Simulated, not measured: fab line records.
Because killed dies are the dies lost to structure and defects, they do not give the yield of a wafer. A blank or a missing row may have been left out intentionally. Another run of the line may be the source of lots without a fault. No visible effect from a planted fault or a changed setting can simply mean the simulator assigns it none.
What tool caused it? | flow sky130 | Sampling: 12 lots, 36 wafers, 4 of 708 route steps

WHAT THE GAUGES READ, wafer by wafer
SKY_VIA3_RS_MEAS_22: measures by four-point-probe.
lot  | measured     | on           | VIA3_W_RS (ohm/sq)
L752 | day 39 10:50 | filmMetro-02 | 0.290 0.287 0.288
L753 | day 40 14:14 | filmMetro-04 | 0.298 0.292 0.306
L754 | day 40 16:35 | filmMetro-03 | 0.303 0.306 0.289
L756 | day 41 02:20 | filmMetro-02 | 0.287 0.294 0.284
L757 | day 41 03:20 | filmMetro-04 | 0.297 0.297 0.300
L762 | day 42 18:37 | filmMetro-02 | 0.297 0.289 0.294
L763 | day 43 02:49 | filmMetro-04 | 0.290 0.296 0.299
L770 | day 44 23:30 | filmMetro-03 | 0.279 0.278 0.286
L771 | day 45 02:35 | filmMetro-04 | 0.288 0.285 0.282
L772 | day 45 08:58 | filmMetro-02 | 0.283 0.291 0.292
L774 | day 46 08:41 | filmMetro-02 | 0.291 0.293 0.293
L773 | day 46 11:38 | filmMetro-04 | 0.287 0.291 0.284

SKY_CAP2M_THK_MEAS_04: measures by xrf.
lot  | measured     | on           | CAP2M_TIN_THK (nm)
L752 | day 39 11:46 | filmMetro-01 | 201.0 201.1 200.2
L753 | day 40 15:11 | filmMetro-01 | 198.6 199.3 198.3
L754 | day 40 17:32 | filmMetro-04 | 199.9 200.9 200.0
L756 | day 41 03:16 | filmMetro-02 | 200.3 199.3 199.3
L757 | day 41 04:27 | filmMetro-01 | 199.0 200.5 201.4
L762 | day 42 19:34 | filmMetro-04 | 201.6 202.1 199.9
L763 | day 43 03:46 | filmMetro-01 | 198.3 198.3 199.2
L770 | day 45 00:32 | filmMetro-02 | 197.8 197.1 198.3
L771 | day 45 03:31 | filmMetro-01 | 195.8 198.2 194.9
L772 | day 45 09:55 | filmMetro-04 | 199.9 198.2 198.2
L774 | day 46 09:38 | filmMetro-02 | 199.3 199.6 200.4
L773 | day 46 12:34 | filmMetro-01 | 197.5 198.5 198.6

WHAT TOOL EACH LOT RAN ON (gives the tool, then ch and the chambers of the sampled wafers, and finally the start)
lot  | SKY_VIA3_CMP_02               | SKY_METAL4_SPUTTER_00
L752 | cmp-02 ch 0,3, day 38 08:38   | pvdSputter-02, day 39 11:18
L753 | cmp-02 ch 0,2,3, day 39 13:13 | pvdSputter-02, day 40 14:42
L754 | cmp-02 ch 0,1,3, day 39 15:11 | pvdSputter-01, day 40 17:04
L756 | cmp-02 ch 0,2,3, day 40 00:44 | pvdSputter-04, day 41 02:47
L757 | cmp-01 ch 0,2,3, day 40 01:31 | pvdSputter-02, day 41 03:59
L762 | cmp-01 ch 0,3, day 41 18:04   | pvdSputter-02, day 42 19:06
L763 | cmp-02 ch 2,3, day 42 01:55   | pvdSputter-02, day 43 03:18
L770 | cmp-02 ch 0,3, day 44 00:22   | pvdSputter-04, day 45 00:02
L771 | cmp-01 ch 1,2,3, day 44 03:37 | pvdSputter-01, day 45 03:03
L772 | cmp-01 ch 1,2,3, day 44 10:11 | pvdSputter-01, day 45 09:26
L774 | cmp-01 ch 2,3, day 45 10:41   | pvdSputter-04, day 46 09:10
L773 | cmp-02 ch 0,3, day 45 13:08   | pvdSputter-04, day 46 12:07
- SKY_VIA3_CMP_02: polishes SiO2.
- SKY_METAL4_SPUTTER_00: material Ti, target thk 15 nm, time 10 s.

AS READ BY THE TOOLS THEMSELVES (means over the sampled wafers that have a number; for cases with no such wafer, the mark the record gives instead)
SKY_VIA3_CMP_02.
lot  | tool   | motorCurrentA (A)
L752 | cmp-02 | 12.4
L753 | cmp-02 | 12.8
L754 | cmp-02 | 12.3
L756 | cmp-02 | 13.0
L757 | cmp-01 | 13.1
L762 | cmp-01 | 13.1
L763 | cmp-02 | 14.1
L770 | cmp-02 | 12.6
L771 | cmp-01 | 13.4
L772 | cmp-01 | 13.4
L774 | cmp-01 | 14.7
L773 | cmp-02 | 12.5

SKY_METAL4_SPUTTER_00.
lot  | tool          | cathodeDcPowerW (W) | chamberPressurePa (Pa) | throttleValvePct (%)
L752 | pvdSputter-02 | 2999.9              | 0.4005                 | 30.5
L753 | pvdSputter-02 | 2999.7              | 0.3996                 | 31.0
L754 | pvdSputter-01 | 2999.6              | 0.3991                 | 30.4
L756 | pvdSputter-04 | 2999.7              | 0.4004                 | 29.8
L757 | pvdSputter-02 | 2999.9              | 0.4002                 | 31.0
L762 | pvdSputter-02 | 2323.4              | 0.4003                 | 30.2
L763 | pvdSputter-02 | 2323.5              | 0.4000                 | 31.1
L770 | pvdSputter-04 | 3000.2              | 0.3997                 | 30.1
L771 | pvdSputter-01 | 2999.6              | 0.3995                 | 31.2
L772 | pvdSputter-01 | 2999.9              | 0.3999                 | 31.4
L774 | pvdSputter-04 | 3000.6              | 0.4007                 | 29.9
L773 | pvdSputter-04 | 3000.1              | 0.4002                 | 31.0

THE ANSWER, worked out from the rows above alone
Rule: the lots themselves supply what counts as usual. Put in order of their means at a reading, lots are off if they are a third of the lots or fewer, leave a main group of 4 or more, and stand apart from it by a gap of 3 or more times the standard deviation of the main group's means; of several such gaps the widest counts. A main group whose means are all the same, to the digits that the tables above print for the reading, isn't used. Also off: a lot with no number at a reading for which 4 or more lots have one. Where the step has rows for the other lots, those lots are counted as sound. The gauges are gone through in route order, then the tools' own readings, and for those a lot's mean is taken as printed above. At the first step where some lot is off, the reading lying furthest off is the one used; lots without a number count as furthest.
Off at SKY_METAL4_SPUTTER_00 (cathodeDcPowerW): L762, L763. Mean 2999.9 W and standard deviation 0.3 in the main group.
A tool fits if, at that step or a process step before it, it ran every lot that is off, and no sound lot after the first of them. One fits: pvdSputter-02 at SKY_METAL4_SPUTTER_00. A fault onset in the window from L757 (day 41 03:59, its last sound lot) to L762 (day 42 19:06, its first lot off) fits.
On the lots that are off, the tool's own readings at SKY_METAL4_SPUTTER_00 differ by more than 5 times the standard deviation of the sound lots' means, which bears it out; cathodeDcPowerW reads 2323.4 W there versus 2999.9 W on the sound lots.

WHAT THE SIMULATOR HAD INSERTED
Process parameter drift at SKY_METAL4_SPUTTER_00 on pvdSputter-02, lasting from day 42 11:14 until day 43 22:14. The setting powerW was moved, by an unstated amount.
Struck lots among those shown: L762, L763. The rule given above showed the same thing.
